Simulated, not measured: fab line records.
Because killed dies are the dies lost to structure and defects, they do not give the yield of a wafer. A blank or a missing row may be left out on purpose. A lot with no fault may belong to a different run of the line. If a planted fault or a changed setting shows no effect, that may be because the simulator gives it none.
Which tool was responsible? ; flow gf180mcu ; 36 wafers from 12 lots sampled at 4 of the route's 602 steps

== WHAT EACH GAUGE READ, for each wafer ==
GF_STI_BOW_MEAS_00. Usual: for INCOMING_BOW the level is 0 um and the standard deviation is 6.3.
lot;measured;on;INCOMING_BOW (um);flag
L681;day 1 15:00;film_metro-02;1 -5 5;
L682;day 1 20:00;film_metro-02;-2 -4 -6;
L683;day 2 01:04;film_metro-02;-5 -5 4;
L685;day 2 11:01;film_metro-02;-8 3 0;
L688;day 3 02:00;film_metro-02;0 6 -6;
L689;day 3 07:00;film_metro-03;-1 -7 6;
L690;day 3 12:01;film_metro-03;2 4 -2;
L691;day 3 17:02;film_metro-03;-7 6 7;
L696;day 4 18:01;film_metro-03;0 -8 -3;
L698;day 5 04:02;film_metro-03;-8 7 3;
L700;day 5 14:00;film_metro-03;5 5 -1;
L703;day 6 05:00;film_metro-02;-2 -5 4;

GF_MVSD_OVL_MEAS_07. Usual: for MVSD_OVL the level is 0.3 nm and the standard deviation is 1.5.
lot;measured;on;MVSD_OVL (nm);flag
L681;day 4 17:51;overlay-01;1.6 3.7 1.0;
L682;day 4 22:21;overlay-01;1.5 1.1 2.6;
L683;day 5 04:05;overlay-02;-2.6 -1.1 -1.6;
L685;day 5 14:23;overlay-01;-2.4 -0.6 -0.9;
L688;day 6 10:23;overlay-02;1.4 0.5 2.4;
L689;day 6 16:17;overlay-02;-3.0 -2.8 -1.5;
L696;day 8 06:07;overlay-01;1.5 -1.5 1.7;
L698;day 8 18:34;overlay-01;-1.3 0.2 -1.7;
L700;day 9 06:45;overlay-01;1.4 -0.8 1.0;
L703;day 9 23:01;overlay-01;-0.8 0.0 1.3;

== WHICH TOOL RAN EACH LOT (tool, then ch and the chambers of the sampled wafers, then the start) ==
lot;GF_STI_ETCH_14;GF_STI_STRIP_15
L681;rie_si-02 ch 1,2,3, day 2 06:30;plasma_asher-02 ch 0,1, day 2 06:34
L682;rie_si-02 ch 0,2,3, day 2 11:49;plasma_asher-04 ch 0,1, day 2 11:53
L683;rie_si-02 ch 1,2,3, day 2 17:26;plasma_asher-04 ch 0,1, day 2 17:32
L685;rie_si-01 ch 1,2, day 3 03:00;plasma_asher-01 ch 0,1, day 3 03:04
L688;rie_si-02 ch 0,3, day 3 18:52;plasma_asher-02 ch 0, day 3 18:56
L689;rie_si-02 ch 0,2,3, day 4 00:24;plasma_asher-04 ch 0,1, day 4 00:28
L690;rie_si-02 ch 1,2,3, day 4 05:22;plasma_asher-04 ch 0,1, day 4 05:26
L691;rie_si-01 ch 0,1,2, day 4 10:17;plasma_asher-02 ch 0,1, day 4 10:23
L696;rie_si-02 ch 0,2,3, day 5 11:35;plasma_asher-02 ch 0, day 5 11:40
L698;rie_si-01 ch 1,3, day 5 22:20;plasma_asher-04 ch 0,1, day 5 22:26
L700;rie_si-01 ch 0,1,3, day 6 08:22;plasma_asher-02 ch 0,1, day 6 08:26
L703;rie_si-02 ch 0,1, day 7 00:27;plasma_asher-01 ch 0,1, day 7 00:31
- GF_STI_ETCH_14: etches Si in HBr/Cl2/O2, target depth 360 nm, time 102.9 s.
- GF_STI_STRIP_15: strips in O2/N2.

== WHAT THE TOOLS THEMSELVES READ (means of the sampled wafers that have a number; where no wafer has one, the mark that the record gives instead) ==
GF_STI_ETCH_14. Usual: HBr_flow_sccm 150.0 sccm, standard deviation 0.46; O2_flow_sccm 6.001 sccm, standard deviation 0.018; drypump_motor_current_A 5.6 A, standard deviation 0.38; mfc_cl2_sccm 40.02 sccm, standard deviation 0.13; oes_product_au 1.009 a.u., standard deviation 0.008; throttle_valve_pct 25.651 %, standard deviation 0.0099.
lot;tool;HBr_flow_sccm (sccm);O2_flow_sccm (sccm);drypump_motor_current_A (A);mfc_cl2_sccm (sccm);oes_product_au (a.u.);throttle_valve_pct (%);flag
L681;rie_si-02;149.8;6.018;5.6;40.09;1.000;25.651;
L682;rie_si-02;149.9;6.005;5.5;40.06;1.005;25.652;
L683;rie_si-02;150.3;6.011;5.6;40.06;1.002;25.650;
L685;rie_si-01;149.6;6.002;5.5;40.09;1.014;25.654;
L688;rie_si-02;149.8;6.023;5.4;40.08;1.014;25.653;
L689;rie_si-02;149.8;6.000;5.6;40.08;1.006;25.662;
L690;rie_si-02;-;-;-;-;-;-;OFF
L691;rie_si-01;-;-;-;-;-;-;OFF
L696;rie_si-02;150.2;5.980;5.6;40.08;0.996;25.664;
L698;rie_si-01;149.5;5.999;6.0;40.05;1.008;25.656;
L700;rie_si-01;149.6;5.996;5.7;40.11;1.010;25.645;
L703;rie_si-02;150.2;5.995;5.5;40.06;1.007;25.636;

GF_STI_STRIP_15. Usual: drypump_motor_current_A 5.56 A, standard deviation 0.29; heater_power_w 315 W, standard deviation 17; oes_product_au 0.384 a.u., standard deviation 0.0047; strip_time_to_endpoint_s 3.74 s, standard deviation 0.052.
lot;tool;drypump_motor_current_A (A);heater_power_w (W);oes_product_au (a.u.);strip_time_to_endpoint_s (s);flag
L681;plasma_asher-02;5.92;330;0.379;3.71;
L682;plasma_asher-04;5.30;300;0.385;3.76;
L683;plasma_asher-04;5.19;293;0.383;3.74;
L685;plasma_asher-01;5.58;325;0.386;3.78;
L688;plasma_asher-02;5.96;337;0.385;3.81;
L689;plasma_asher-04;5.17;294;0.379;3.69;
L690;plasma_asher-04;5.19;294;0.438;4.98;OFF
L691;plasma_asher-02;5.91;322;0.439;4.98;OFF
L696;plasma_asher-02;6.00;340;0.385;3.74;
L698;plasma_asher-04;5.21;295;0.381;3.67;
L700;plasma_asher-02;5.90;327;0.388;3.72;
L703;plasma_asher-01;5.59;327;0.384;3.77;

== THE ANSWER, worked out from the rows above alone ==
Rule: take the mean of a lot's wafers that have a number; if it is more than 3 standard deviations from the usual mean, the lot is off. Also off: a lot with no number at a reading for which 4 or more lots have one. All remaining lots with rows at the step are treated as sound. After the gauges, taken in route order, come the tools' own readings; for these a lot's mean is taken, as printed above. At the first step where some lot is off, the reading lying furthest off is the one used; lots without a number count as furthest.
Off: L690, L691, at GF_STI_ETCH_14 (HBr_flow_sccm). Without a number there: L690, L691.
If a tool, at that step or one of the process steps before it, ran each lot that is off and ran no sound lot following the first of them, it fits. Of those tried, none fits.

== WHAT THE SIMULATOR HAD PUT IN ==
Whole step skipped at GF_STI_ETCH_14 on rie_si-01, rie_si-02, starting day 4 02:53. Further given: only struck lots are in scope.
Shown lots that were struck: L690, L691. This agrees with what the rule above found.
